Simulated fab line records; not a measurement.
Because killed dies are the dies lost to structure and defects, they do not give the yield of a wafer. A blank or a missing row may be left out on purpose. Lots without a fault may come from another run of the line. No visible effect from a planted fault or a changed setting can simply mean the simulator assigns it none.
fab line records -- flow sky130
record lots=12, wafers=36, last-day=50
route steps=708 shown VIA1@470 CAP2M@603 PAD_OPEN@708
lots that met no fault: from a run of the same line without faults
start-h: start of the lot's first displayed wafer, in hours after the record's first day -- wait-h: hours from the lot's prior step to this one -- " unchanged from the row above -- L1.1+2: several wafers, shown together as one row -- - no value, or no start was given -- * or withheld: withheld -- < > ~ a bound
route shown NAME@n: names a module that has steps shown in the file, with the first one's number in the route -- usual: the fault-free wafers' mean and standard deviation -- same: alike in all rows -- chamber/n: place in a boat -- sites: each site's reading -- _std_site: their standard deviation -- _edge_site: outer sites' mean less inner sites' -- radius-mm: how far each site lies from the wafer's centre -- mask NAME#n: copy n -- behind: the most recent tool/chamber to have shaped the wafer -- hold: cause of the lot's hold/its duration in hours/its outcome -- device: transistor that didn't switch, given as n, p or np -- end of line: the tests these same wafers got at the end of their route -- a step with no rows: only its recipe -- killed: count of dies lost to structure and defects at first sort (not the wafer's yield) -- map: a wafer's dies, marking killed ones x, the rest . and places with no die _
set.NAME: the run value of the setting; set.NAME@STEP: its run value at that earlier step -- model.NAME: the simulator's own value behind a step, which no gauge read
one table for each step of the route and one row for each wafer, over a sample of lots
services: a tool's chamber out of use, with start hour (start-h, from the record's first day; less than 0 if before it), hours out, and reason
## steps
# step SKY_VIA1_CD_MEAS_12
# recipe target-cd-nm=150
# usual cd-nm=150.6/1.8
lot.wafer,tool,chamber,start-h,wait-h,cd-nm
L697.1,cd-sem-01,-,831.06,-,150.8
L697.2,cd-sem-01,-,831.06,-,150.7
L697.4,cd-sem-01,-,831.06,-,152.3
L696.1,cd-sem-01,-,834.06,-,151.8
L696.3,cd-sem-01,-,834.06,-,152.7
L696.5,cd-sem-01,-,834.06,-,152.2
L701.1,cd-sem-01,-,868.56,-,151.1
L701.5,cd-sem-01,-,868.56,-,149.4
L701.6,cd-sem-01,-,868.56,-,150.7
L702.1,cd-sem-01,-,869.25,-,149.7
L702.2,cd-sem-01,-,869.25,-,149.3
L702.4,cd-sem-01,-,869.25,-,152.1
L703.2,cd-sem-02,-,873.74,-,147.9
L703.3,cd-sem-02,-,873.74,-,149.4
L703.6,cd-sem-02,-,873.74,-,147.7
L704.1,cd-sem-01,-,876.16,-,152.3
L704.3,cd-sem-01,-,876.16,-,152.7
L704.5,cd-sem-01,-,876.16,-,153.0
L705.1,cd-sem-01,-,884.97,-,150.0
L705.3,cd-sem-01,-,884.97,-,153.6
L705.6,cd-sem-01,-,884.97,-,151.0
L708.1,cd-sem-01,-,911.17,-,147.5
L708.5,cd-sem-01,-,911.17,-,147.3
L708.6,cd-sem-01,-,911.17,-,146.7
L710.2,cd-sem-01,-,927.83,-,147.4
L710.4,cd-sem-01,-,927.83,-,147.7
L710.5,cd-sem-01,-,927.83,-,147.6
L709.3,cd-sem-01,-,932.56,-,148.9
L709.5,cd-sem-01,-,932.56,-,148.7
L709.6,cd-sem-01,-,932.56,-,148.7
L714.1,cd-sem-01,-,945.77,-,149.7
L714.3,cd-sem-01,-,945.77,-,150.3
L714.5,cd-sem-01,-,945.77,-,150.9
L715.1,cd-sem-01,-,955.97,-,149.7
L715.2,cd-sem-01,-,955.97,-,150.1
L715.6,cd-sem-01,-,955.97,-,150.8
# step SKY_VIA1_OVL_MEAS_13
# usual VIA1_OVL=1/5
lot.wafer,tool,chamber,start-h,wait-h,VIA1_OVL[nm]
L697.1,overlay-02,-,831.18,0.1,1
L697.2,overlay-02,-,831.18,0.1,-1
L697.4,overlay-02,-,831.18,0.1,-3
L696.1,overlay-01,-,834.18,0.1,3
L696.3,overlay-01,-,834.18,0.1,3
L696.5,overlay-01,-,834.18,0.1,2
L701.1,overlay-01,-,868.68,0.1,9
L701.5,overlay-01,-,868.68,0.1,12
L701.6,overlay-01,-,868.68,0.1,8
L702.1,overlay-02,-,869.37,0.1,-1
L702.2,overlay-02,-,869.37,0.1,-3
L702.4,overlay-02,-,869.37,0.1,2
L703.2,overlay-02,-,873.85,0.1,-3
L703.3,overlay-02,-,873.85,0.1,3
L703.6,overlay-02,-,873.85,0.1,2
L704.1,overlay-02,-,876.28,0.1,7
L704.3,overlay-02,-,876.28,0.1,9
L704.5,overlay-02,-,876.28,0.1,3
L705.1,overlay-02,-,885.09,0.1,1
L705.3,overlay-02,-,885.09,0.1,1
L705.6,overlay-02,-,885.09,0.1,3
L708.1,overlay-02,-,911.29,0.1,2
L708.5,overlay-02,-,911.29,0.1,3
L708.6,overlay-02,-,911.29,0.1,-3
L710.2,overlay-02,-,927.93,0.1,-2
L710.4,overlay-02,-,927.93,0.1,0
L710.5,overlay-02,-,927.93,0.1,1
L709.3,overlay-01,-,932.65,0.1,2
L709.5,overlay-01,-,932.65,0.1,-5
L709.6,overlay-01,-,932.65,0.1,-5
L714.1,overlay-01,-,945.89,0.1,-2
L714.3,overlay-01,-,945.89,0.1,3
L714.5,overlay-01,-,945.89,0.1,-5
L715.1,overlay-02,-,956.09,0.1,-5
L715.2,overlay-02,-,956.09,0.1,-9
L715.6,overlay-02,-,956.09,0.1,-2
# step SKY_VIA1_CMP_24
# recipe stop-on=SiO2, t-overpolish-s=15, down-force-psi=3.5, platen-rpm=60, target-thk-nm=0, pad-velocity-m-s=0.94248
# usual head-pressure-psi=3.500/0.0084, motor-current-A=10.9/0.88, overpolish-run-s=15.000/0.0092, slurry-flow-ml-min=150.0/0.46, time-to-endpoint-s=68/3.2
lot.wafer,tool,chamber,start-h,wait-h,head-pressure-psi,motor-current-A,overpolish-run-s,slurry-flow-ml-min,time-to-endpoint-s
L697.1,cmp-02,1,832.28,0.1,3.501,11.2,15.005,150.6,74
L697.2,cmp-02,2,832.28,0.1,3.505,10.9,15.000,149.4,65
L697.4,cmp-02,3,832.28,0.1,3.502,11.2,15.007,149.5,65
L696.3,cmp-01,1,835.27,0.0,3.496,9.2,15.004,150.4,72
L696.1,cmp-01,2,835.27,0.0,3.495,9.6,15.006,148.9,70
L696.5,cmp-01,2,835.27,0.0,3.507,9.4,14.994,149.4,71
L701.1,cmp-01,2,869.88,0.2,3.496,10.2,15.002,150.5,68
L701.5,cmp-01,3,869.88,0.2,3.505,11.6,14.993,149.6,71
L701.6,cmp-01,0,869.88,0.2,3.501,11.6,15.005,149.6,65
L702.1,cmp-01,1,870.43,0.1,3.490,9.2,15.008,150.3,65
L702.4,cmp-01,2,870.43,0.1,3.495,9.7,15.003,150.1,62
L702.2,cmp-01,3,870.43,0.1,3.498,11.5,14.991,150.2,67
L703.2,cmp-02,2,874.90,0.0,3.492,10.7,14.992,150.1,68
L703.3,cmp-02,3,874.90,0.0,3.512,11.6,14.989,149.8,70
L703.6,cmp-02,3,874.90,0.0,3.508,11.3,14.993,150.2,67
L704.3,cmp-01,2,877.33,0.0,3.504,10.0,15.005,150.5,68
L704.1,cmp-01,0,877.33,0.0,3.498,11.3,15.018,151.0,67
L704.5,cmp-01,2,877.33,0.0,3.494,10.0,15.008,149.7,70
L705.3,cmp-02,1,886.14,0.0,3.505,11.1,15.011,149.9,75
L705.1,cmp-02,3,886.14,0.0,3.499,10.6,14.994,150.2,68
L705.6,cmp-02,2,886.14,0.0,3.509,10.5,14.999,149.2,72
L708.1,cmp-01,3,913.98,1.7,3.497,12.0,14.998,149.9,71
L708.6,cmp-01,0,913.98,1.7,3.498,11.2,14.997,150.6,67
L708.5,cmp-01,1,913.98,1.7,3.506,9.9,14.992,149.0,71
L710.2,cmp-02,0,929.11,0.1,3.495,12.4,15.007,150.3,69
L710.4,cmp-02,1,929.11,0.1,3.509,11.1,14.998,150.4,67
L710.5,cmp-02,2,929.11,0.1,3.515,10.6,15.017,150.3,67
L709.3,cmp-02,3,933.73,0.0,3.489,11.4,15.004,150.5,64
L709.6,cmp-02,3,933.73,0.0,3.503,11.5,15.004,150.3,61
L709.5,cmp-02,0,933.73,0.0,3.491,11.4,14.994,149.9,64
L714.3,cmp-02,3,947.05,0.0,3.491,12.2,15.005,150.4,64
L714.1,cmp-02,1,947.05,0.0,3.497,11.4,15.009,149.9,68
L714.5,cmp-02,0,947.05,0.0,3.508,12.4,15.004,149.5,69
L715.2,cmp-01,3,957.24,0.0,3.503,12.2,15.024,150.1,71
L715.1,cmp-01,1,957.24,0.0,3.507,9.3,15.010,150.0,72
L715.6,cmp-01,0,957.24,0.0,3.517,11.0,15.003,150.2,69
# step SKY_CAP2M_CVD_00
# recipe material=SiO2, target-thk-nm=15.5, temp-c=400, time-s=withheld, rf-w=450
# usual heater-power-outer-w=415/53, heater-power-w=678/73
lot.wafer,tool,chamber,start-h,wait-h,heater-power-outer-w,heater-power-w
L697.1,pecvd-02,0,966.44,0.0,382,634
L697.2,pecvd-02,2,966.44,0.0,460,646
L697.4,pecvd-02,1,966.44,0.0,470,806
L696.1,pecvd-04,2,969.74,0.0,360,621
L696.3,pecvd-04,0,969.74,0.0,507,771
L696.5,pecvd-04,0,969.74,0.0,480,773
L701.1,pecvd-01,2,1001.71,0.0,393,647
L701.5,pecvd-01,1,1001.71,0.0,351,583
L701.6,pecvd-01,2,1001.71,0.0,398,645
L702.1,pecvd-04,0,1002.31,0.0,449,743
L702.2,pecvd-04,2,1002.31,0.0,315,567
L702.4,pecvd-04,2,1002.31,0.0,313,544
L703.2,pecvd-02,1,1004.54,0.0,457,800
L703.3,pecvd-02,2,1004.54,0.0,434,598
L703.6,pecvd-02,0,1004.54,0.0,421,715
L704.1,pecvd-01,0,1005.78,0.0,359,634
L704.3,pecvd-01,1,1005.78,0.0,335,591
L704.5,pecvd-01,1,1005.78,0.0,346,585
L705.1,pecvd-01,0,1015.16,0.0,394,678
L705.3,pecvd-01,1,1015.16,0.0,365,626
L705.6,pecvd-01,0,1015.16,0.0,402,669
L708.1,pecvd-04,0,1039.10,0.0,-,-
L708.5,pecvd-04,0,1039.10,0.0,-,-
L708.6,pecvd-04,1,1039.10,0.0,-,-
L710.2,pecvd-01,0,1054.28,0.0,-,-
L710.4,pecvd-01,2,1054.28,0.0,-,-
L710.5,pecvd-01,0,1054.28,0.0,-,-
L709.3,pecvd-02,0,1058.32,0.0,-,-
L709.5,pecvd-02,1,1058.32,0.0,-,-
L709.6,pecvd-02,2,1058.32,0.0,-,-
L714.1,pecvd-01,0,1071.70,0.0,443,727
L714.3,pecvd-01,1,1071.70,0.0,424,707
L714.5,pecvd-01,1,1071.70,0.0,405,692
L715.1,pecvd-04,1,1079.08,0.0,529,820
L715.2,pecvd-04,2,1079.08,0.0,291,523
L715.6,pecvd-04,1,1079.08,0.0,545,843
# step SKY_PAD_OPEN_PROBE_99
# usual defect-limited-yield=82.5/1.9, killed_at_M0_to_M3=43/7.2, killed_at_M4_up=3.3/2, killed-at-contacts=25/5.8, killed-at-front-end=15/4.5, killed-at-other=0.3/0.62, killed-dies=86/9.4, killed-on-rim=17/3.7, killed-open=47/7.1, killed-short=39/6, sort_bin_3_pad_short=0.9/0.4, sort_bin_5_function=10.4/1.4, sort_bin_6_memory=6.2/1.1, sort_bin_8_speed=0.7/1.4, sort-n-pass=402/11, sort-yield-pct=81.7/2.2
# same gross-dies=492, killed-at-back-side=0, sort_bin_4_leakage[%]=0
lot.wafer,tool,chamber,start-h,wait-h,defect-limited-yield[%],killed_at_M0_to_M3,killed_at_M4_up,killed-at-contacts,killed-at-front-end,killed-at-other,killed-dies,killed-on-rim,killed-open,killed-short,sort_bin_3_pad_short[%],sort_bin_5_function[%],sort_bin_6_memory[%],sort_bin_8_speed[%],sort-n-pass,sort-yield-pct[%]
L697.1,prober-01,-,1107.14,0.1,84.6,29,5,30,12,0,76,13,32,44,0.8,9.1,5.5,0.6,413,83.9
L697.2,prober-01,-,1107.19,0.1,84.1,34,3,23,17,1,78,17,41,37,0.8,10.0,5.1,0.2,413,83.9
L697.4,prober-01,-,1107.29,0.2,81.5,41,1,32,17,0,91,16,49,42,0.2,11.8,6.5,0,401,81.5
L696.1,prober-02,-,1110.01,0.1,86.8,28,4,15,18,0,65,16,32,33,0.8,8.1,4.3,0.6,424,86.2
L696.3,prober-02,-,1110.11,0.2,80.1,54,1,18,25,0,98,23,48,50,0.8,11.2,7.9,0.4,392,79.7
L696.5,prober-02,-,1110.21,0.2,81.9,48,2,20,19,0,89,13,46,41,0.6,10.2,7.3,0.2,402,81.7
L701.1,prober-02,-,1137.70,0.1,80.7,49,0,36,10,0,95,16,55,40,0.6,10.8,7.9,1.2,391,79.5
L701.5,prober-02,-,1137.90,0.2,83.3,48,2,23,9,0,82,11,50,32,1.6,9.3,5.7,2.0,400,81.3
L701.6,prober-02,-,1137.95,0.2,81.9,41,4,30,14,0,89,15,47,42,1.2,10.8,6.1,0.2,402,81.7
L702.1,prober-01,-,1138.44,0.1,83.3,40,2,31,9,0,82,22,43,39,0.8,9.1,6.7,0.2,409,83.1
L702.2,prober-01,-,1138.49,0.1,80.1,54,7,22,15,0,98,21,60,38,0.2,12.8,6.9,0.2,393,79.9
L702.4,prober-01,-,1138.59,0.2,81.1,43,3,32,15,0,93,20,52,40,1.0,11.4,6.5,0,399,81.1
L703.2,prober-02,-,1139.44,0.1,80.9,40,7,32,15,0,94,15,51,43,0.8,9.1,9.1,0,398,80.9
L703.3,prober-02,-,1139.49,0.2,83.5,42,1,23,15,0,81,13,46,35,0.8,10.8,4.9,0.4,409,83.1
L703.6,prober-02,-,1139.64,0.2,82.9,47,3,25,9,0,84,13,51,33,1.0,11.6,4.5,0,408,82.9
L704.1,prober-01,-,1140.07,0.1,82.7,43,6,20,16,0,85,19,46,39,0.6,10.8,5.9,0.2,406,82.5
L704.3,prober-01,-,1140.17,0.2,83.3,36,4,22,20,0,82,16,46,36,0.8,10.2,5.7,1.6,402,81.7
L704.5,prober-01,-,1140.27,0.2,85.2,33,2,20,17,1,73,13,44,29,0,8.7,6.1,0.8,415,84.3
L705.1,prober-02,-,1147.66,0.1,85.0,37,3,26,8,0,74,12,46,28,0.4,8.9,5.7,1.2,412,83.7
L705.3,prober-02,-,1147.76,0.2,82.3,43,2,29,13,0,87,14,48,39,0.8,8.5,8.3,0.8,401,81.5
L705.6,prober-02,-,1147.91,0.2,83.9,40,2,19,17,1,79,17,42,37,1.4,10.8,3.9,1.0,408,82.9
L708.1,prober-01,-,1165.04,0.1,0,42,1,10,17,422,492,96,32,37,1.0,94.1,4.9,0,0,0
L708.5,prober-01,-,1165.24,0.2,0,38,0,30,12,412,492,96,45,34,1.6,94.7,3.7,0,0,0
L708.6,prober-01,-,1165.29,0.2,0,41,2,18,11,420,492,96,40,34,1.0,92.5,6.5,0,0,0
L710.2,prober-02,-,1176.18,0.1,0,38,1,16,18,419,492,96,30,44,1.4,93.3,5.3,0,0,0
L710.4,prober-02,-,1176.28,0.2,0,34,2,25,14,417,492,96,43,33,0.6,94.1,5.3,0,0,0
L710.5,prober-02,-,1176.33,0.2,0,40,2,17,19,414,492,96,39,39,0.2,93.7,6.1,0,0,0
L709.3,prober-01,-,1181.22,0.2,0,40,3,21,14,414,492,96,49,29,0.4,92.7,6.9,0,0,0
L709.5,prober-01,-,1181.32,0.2,0,35,8,25,24,400,492,96,42,49,1.2,92.1,6.7,0,0,0
L709.6,prober-01,-,1181.37,0.2,0,42,1,28,12,409,492,96,41,41,1.2,93.7,5.1,0,0,0
L714.1,prober-01,-,1192.33,0.1,78.0,48,10,28,21,1,108,16,50,58,0.8,13.8,7.3,0,384,78.0
L714.3,prober-01,-,1192.43,0.2,82.5,40,4,30,12,0,86,19,48,38,0.6,10.0,6.9,0.4,404,82.1
L714.5,prober-01,-,1192.53,0.2,80.5,45,5,30,16,0,96,18,57,39,0.6,12.4,6.5,0,396,80.5
L715.1,prober-02,-,1195.53,0.1,79.7,43,5,33,17,2,100,19,63,37,1.2,10.4,8.7,0.4,390,79.3
L715.2,prober-02,-,1195.58,0.1,83.7,44,2,21,13,0,80,23,47,33,0.6,9.6,6.1,0.8,408,82.9
L715.6,prober-02,-,1195.78,0.2,80.7,46,3,30,16,0,95,15,57,38,1.4,12.2,5.7,0.8,393,79.9
# killed by level:class
L697.1 CONTACT:geometric-particle:open=9 CONTACT:geometric-particle:short=7 VIA1:geometric-particle:open=5 POLY_GATE:geometric-particle:short=5 LI_CONTACT:geometric-particle:open=5 LOCAL_INTERCONNECT:geometric-particle:short=5 METAL3:geometric-particle:short=5 LI_CONTACT:geometric-particle:short=4
L697.2 CONTACT:geometric-particle:open=12 POLY_GATE:geometric-particle:open=5 METAL2:geometric-particle:short=5 LI_CONTACT:geometric-particle:open=5 VIA1:geometric-particle:short=5 METAL1:geometric-particle:open=4 VIA1:geometric-particle:open=4 VIA3:geometric-particle:short=4
L697.4 VIA1:geometric-particle:open=12 LI_CONTACT:geometric-particle:open=9 CONTACT:geometric-particle:open=9 FIELD_ISO:geometric-particle:short=7 CONTACT:geometric-particle:short=7 METAL1:geometric-particle:short=6 VIA2:geometric-particle:open=5 VIA1:geometric-particle:short=5
L696.1 POLY_GATE:geometric-particle:short=6 VIA3:geometric-particle:open=6 POLY_GATE:geometric-particle:open=5 LOCAL_INTERCONNECT:geometric-particle:short=5 VIA1:geometric-particle:open=5 METAL3:geometric-particle:short=4 CONTACT:geometric-particle:open=4 METAL1:geometric-particle:short=4
L696.3 VIA1:geometric-particle:open=15 METAL1:geometric-particle:short=7 POLY_GATE:geometric-particle:short=6 FIELD_ISO:geometric-particle:open=5 VIA2:geometric-particle:open=5 LOCAL_INTERCONNECT:geometric-particle:short=5 VIA1:geometric-particle:short=5 METAL2:geometric-particle:short=5
L696.5 VIA2:geometric-particle:open=11 VIA1:geometric-particle:open=8 POLY_GATE:geometric-particle:open=6 METAL1:geometric-particle:short=6 CONTACT:geometric-particle:open=6 METAL2:geometric-particle:short=6 VIA1:geometric-particle:short=5 FIELD_ISO:geometric-particle:short=4
L701.1 CONTACT:geometric-particle:open=15 VIA1:geometric-particle:open=10 VIA3:geometric-particle:open=10 VIA1:geometric-particle:short=8 LI_CONTACT:geometric-particle:open=6 CONTACT:geometric-particle:short=6 VIA2:geometric-particle:open=6 LI_CONTACT:geometric-particle:short=4
L701.5 VIA1:geometric-particle:open=10 CONTACT:geometric-particle:short=9 CONTACT:geometric-particle:open=9 VIA3:geometric-particle:open=7 METAL1:geometric-particle:short=6 FIELD_ISO:geometric-particle:open=5 VIA1:geometric-particle:short=5 METAL2:geometric-particle:open=5
L701.6 CONTACT:geometric-particle:open=10 VIA1:geometric-particle:open=9 LI_CONTACT:geometric-particle:open=7 VIA1:geometric-particle:short=6 METAL2:geometric-particle:short=5 LOCAL_INTERCONNECT:geometric-particle:short=5 VIA2:geometric-particle:open=5 VIA2:geometric-particle:short=4
L702.1 CONTACT:geometric-particle:open=11 VIA1:geometric-particle:open=9 METAL1:geometric-particle:short=8 VIA2:geometric-particle:open=6 METAL2:geometric-particle:short=6 CONTACT:geometric-particle:short=5 LOCAL_INTERCONNECT:geometric-particle:short=5 LI_CONTACT:geometric-particle:short=5
L702.2 VIA1:geometric-particle:open=12 VIA2:geometric-particle:open=11 CONTACT:geometric-particle:open=9 LI_CONTACT:geometric-particle:open=8 METAL2:geometric-particle:short=7 FIELD_ISO:geometric-particle:short=6 VIA3:geometric-particle:open=6 METAL4:geometric-particle:short=5
L702.4 CONTACT:geometric-particle:open=10 VIA3:geometric-particle:open=10 LI_CONTACT:geometric-particle:open=8 VIA1:geometric-particle:open=8 METAL2:geometric-particle:short=7 CONTACT:geometric-particle:short=7 FIELD_ISO:geometric-particle:short=5 VIA1:geometric-particle:short=5
L703.2 CONTACT:geometric-particle:open=13 VIA1:geometric-particle:open=10 VIA3:geometric-particle:open=8 LI_CONTACT:geometric-particle:open=6 METAL1:geometric-particle:short=6 FIELD_ISO:geometric-particle:open=5 CONTACT:geometric-particle:short=5 METAL2:geometric-particle:short=5
L703.3 CONTACT:geometric-particle:open=13 VIA3:geometric-particle:open=8 CONTACT:geometric-particle:short=7 VIA1:geometric-particle:short=7 VIA1:geometric-particle:open=7 VIA2:geometric-particle:open=6 FIELD_ISO:geometric-particle:short=5 POLY_GATE:geometric-particle:open=5
L703.6 VIA1:geometric-particle:open=17 CONTACT:geometric-particle:open=13 VIA1:geometric-particle:short=6 VIA3:geometric-particle:open=5 LOCAL_INTERCONNECT:geometric-particle:short=4 METAL1:geometric-particle:short=4 FIELD_ISO:geometric-particle:open=3 POLY_GATE:geometric-particle:short=3
L704.1 VIA1:geometric-particle:open=9 VIA1:geometric-particle:short=8 LI_CONTACT:geometric-particle:open=6 CONTACT:geometric-particle:short=6 METAL4:geometric-particle:short=6 CONTACT:geometric-particle:open=5 METAL1:geometric-particle:short=5 VIA2:geometric-particle:open=5
L704.3 CONTACT:geometric-particle:open=8 VIA1:geometric-particle:open=8 POLY_GATE:geometric-particle:short=7 POLY_GATE:geometric-particle:open=6 LI_CONTACT:geometric-particle:open=6 VIA2:geometric-particle:open=6 LOCAL_INTERCONNECT:geometric-particle:short=5 METAL1:geometric-particle:short=4
L704.5 VIA1:geometric-particle:open=12 CONTACT:geometric-particle:open=7 POLY_GATE:geometric-particle:open=6 LI_CONTACT:geometric-particle:open=6 VIA2:geometric-particle:open=5 VIA2:geometric-particle:short=4 FIELD_ISO:geometric-particle:short=3 FIELD_ISO:geometric-particle:open=3
L705.1 CONTACT:geometric-particle:open=9 VIA1:geometric-particle:open=9 VIA2:geometric-particle:open=8 CONTACT:geometric-particle:short=7 VIA3:geometric-particle:open=7 FIELD_ISO:geometric-particle:open=5 LI_CONTACT:geometric-particle:open=5 VIA1:geometric-particle:short=5
L705.3 CONTACT:geometric-particle:open=14 VIA1:geometric-particle:open=12 METAL2:geometric-particle:short=6 VIA1:geometric-particle:short=6 VIA2:geometric-particle:open=6 LI_CONTACT:geometric-particle:open=5 VIA3:geometric-particle:short=5 FIELD_ISO:geometric-particle:short=4
L705.6 FIELD_ISO:geometric-particle:short=9 CONTACT:geometric-particle:open=8 VIA1:geometric-particle:open=8 VIA2:geometric-particle:open=7 METAL2:geometric-particle:short=6 FIELD_ISO:geometric-particle:open=5 VIA1:geometric-particle:short=5 VIA3:geometric-particle:open=4
L708.1 CAP2M:area-cvd=422 VIA1:geometric-particle:open=12 METAL1:geometric-particle:short=8 VIA3:geometric-particle:open=8 POLY_GATE:geometric-particle:short=7 FIELD_ISO:geometric-particle:short=5 FIELD_ISO:geometric-particle:open=4 VIA3:geometric-particle:short=4
L708.5 CAP2M:area-cvd=412 CONTACT:geometric-particle:open=15 VIA2:geometric-particle:open=9 LI_CONTACT:geometric-particle:short=6 VIA3:geometric-particle:short=6 FIELD_ISO:geometric-particle:open=5 VIA3:geometric-particle:open=4 CONTACT:geometric-particle:short=4
L708.6 CAP2M:area-cvd=418 VIA1:geometric-particle:open=15 FIELD_ISO:geometric-particle:short=5 LI_CONTACT:geometric-particle:open=5 CONTACT:geometric-particle:open=5 VIA1:geometric-particle:short=5 LOCAL_INTERCONNECT:geometric-particle:short=4 METAL2:geometric-particle:short=4
L710.2 CAP2M:area-cvd=418 VIA1:geometric-particle:short=11 FIELD_ISO:geometric-particle:open=5 LI_CONTACT:geometric-particle:open=5 VIA1:geometric-particle:open=5 METAL2:geometric-particle:short=5 FIELD_ISO:geometric-particle:short=4 METAL1:geometric-particle:short=4
L710.4 CAP2M:area-cvd=416 CONTACT:geometric-particle:open=12 METAL1:geometric-particle:short=9 CONTACT:geometric-particle:short=7 VIA1:geometric-particle:open=6 LI_CONTACT:geometric-particle:open=5 POLY_GATE:geometric-particle:short=4 VIA2:geometric-particle:open=4
L710.5 CAP2M:area-cvd=414 VIA2:geometric-particle:open=10 FIELD_ISO:geometric-particle:short=6 VIA1:geometric-particle:short=6 VIA1:geometric-particle:open=6 FIELD_ISO:geometric-particle:open=5 METAL1:geometric-particle:short=5 VIA2:geometric-particle:short=5
L709.3 CAP2M:area-cvd=414 VIA1:geometric-particle:open=14 CONTACT:geometric-particle:open=7 VIA3:geometric-particle:open=7 LI_CONTACT:geometric-particle:open=6 METAL1:geometric-particle:short=5 POLY_GATE:geometric-particle:open=4 POLY_GATE:geometric-particle:short=4
L709.5 CAP2M:area-cvd=400 CONTACT:geometric-particle:open=10 METAL2:geometric-particle:short=10 VIA1:geometric-particle:open=9 FIELD_ISO:geometric-particle:short=8 CONTACT:geometric-particle:short=6 FIELD_ISO:geometric-particle:open=5 LI_CONTACT:geometric-particle:open=5
L709.6 CAP2M:area-cvd=409 LI_CONTACT:geometric-particle:open=9 CONTACT:geometric-particle:open=8 METAL2:geometric-particle:short=6 METAL1:geometric-particle:short=6 VIA1:geometric-particle:open=6 VIA1:geometric-particle:short=5 FIELD_ISO:geometric-particle:open=4
L714.1 LI_CONTACT:geometric-particle:open=10 VIA1:geometric-particle:open=8 METAL4:geometric-particle:short=8 CONTACT:geometric-particle:short=7 VIA1:geometric-particle:short=7 POLY_GATE:geometric-particle:open=6 CONTACT:geometric-particle:open=6 VIA2:geometric-particle:open=6
L714.3 CONTACT:geometric-particle:open=13 LI_CONTACT:geometric-particle:open=9 VIA1:geometric-particle:open=9 METAL3:geometric-particle:short=8 VIA2:geometric-particle:short=6 VIA3:geometric-particle:open=6 CONTACT:geometric-particle:short=5 VIA2:geometric-particle:open=5
L714.5 CONTACT:geometric-particle:open=13 VIA2:geometric-particle:open=10 VIA1:geometric-particle:open=9 METAL1:geometric-particle:short=8 CONTACT:geometric-particle:short=6 LI_CONTACT:geometric-particle:open=6 VIA3:geometric-particle:open=6 METAL2:geometric-particle:short=5
L715.1 CONTACT:geometric-particle:open=16 VIA3:geometric-particle:open=10 LI_CONTACT:geometric-particle:open=7 CONTACT:geometric-particle:short=7 VIA1:geometric-particle:open=6 METAL2:geometric-particle:short=5 VIA1:geometric-particle:short=5 VIA2:geometric-particle:open=5
L715.2 VIA1:geometric-particle:open=13 LI_CONTACT:geometric-particle:open=8 VIA2:geometric-particle:open=8 VIA1:geometric-particle:short=5 LI_CONTACT:geometric-particle:short=4 VIA3:geometric-particle:short=4 FIELD_ISO:geometric-particle:short=3 FIELD_ISO:geometric-particle:open=3
L715.6 VIA1:geometric-particle:open=15 CONTACT:geometric-particle:open=11 VIA2:geometric-particle:open=10 LI_CONTACT:geometric-particle:open=7 VIA3:geometric-particle:open=6 LI_CONTACT:geometric-particle:short=6 FIELD_ISO:geometric-particle:open=5 METAL1:geometric-particle:short=5
## services
tool,chamber,start-h,hours,kind
pecvd-01,-,837.67,1.6,repair
pecvd-01,1,837.72,2.1,scheduled-down
cmp-02,-,843.65,5.6,pm
pecvd-04,-,846.87,1.3,repair
pecvd-02,-,853.79,2.8,pm
pecvd-01,0,863.16,3.4,repair
cmp-02,-,878.31,2.4,repair
cmp-02,-,889.56,1.7,repair
cmp-01,-,897.71,6.7,pm
cmp-01,-,910.08,3.5,repair
cmp-02,-,912.03,4.0,pm
cmp-02,-,916.03,-,consumable-replace:conditioner
cmp-02,-,916.03,-,consumable-replace:pad
pecvd-01,2,936.47,5.5,scheduled-down
cmp-02,-,953.57,1.5,repair
cmp-02,-,969.65,7.7,pm
cmp-01,-,984.95,4.6,repair
pecvd-02,-,1014.79,2.6,repair
pecvd-04,2,1025.43,3.7,repair
cmp-01,-,1027.72,5.3,repair
pecvd-04,-,1030.17,2.8,pm
pecvd-01,-,1047.02,1.6,repair
pecvd-04,0,1058.78,9.8,repair
pecvd-01,2,1066.45,2.1,scheduled-down
## key
first-sign step=SKY_CAP2M_CVD_00, reading=tool-record, direction=missing
effect step=SKY_PAD_OPEN_PROBE_99, reading=killed-at-other, direction=up, sigmas=99+, usual=0.3, struck=414.1
more-kills-born-at SKY_CAP2M_CVD_00@pecvd-04=1251, SKY_CAP2M_CVD_00@pecvd-01=1248, SKY_CAP2M_CVD_00@pecvd-02=1223
met-at SKY_CAP2M_CVD_00
struck-lots L708,L709,L710
later-rows-left-out L708.1,L708.5,L708.6,L709.3,L709.5,L709.6,L710.2,L710.4,L710.5
not-acting-at SKY_VIA1_CD_MEAS_12,SKY_VIA1_OVL_MEAS_13,SKY_VIA1_CMP_24
onset-between 1015.16 1039.10
fault kind=skipped-step-whole, tool=pecvd-01,pecvd-02,pecvd-04, chamber=-, onset-h=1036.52, steps=SKY_CAP2M_CVD_00, scope=struck-lots-only
# later-rows-left-out: the simulator's readings of these wafers behind a module that went badly wrong aren't trusted and aren't shown, but for the sort
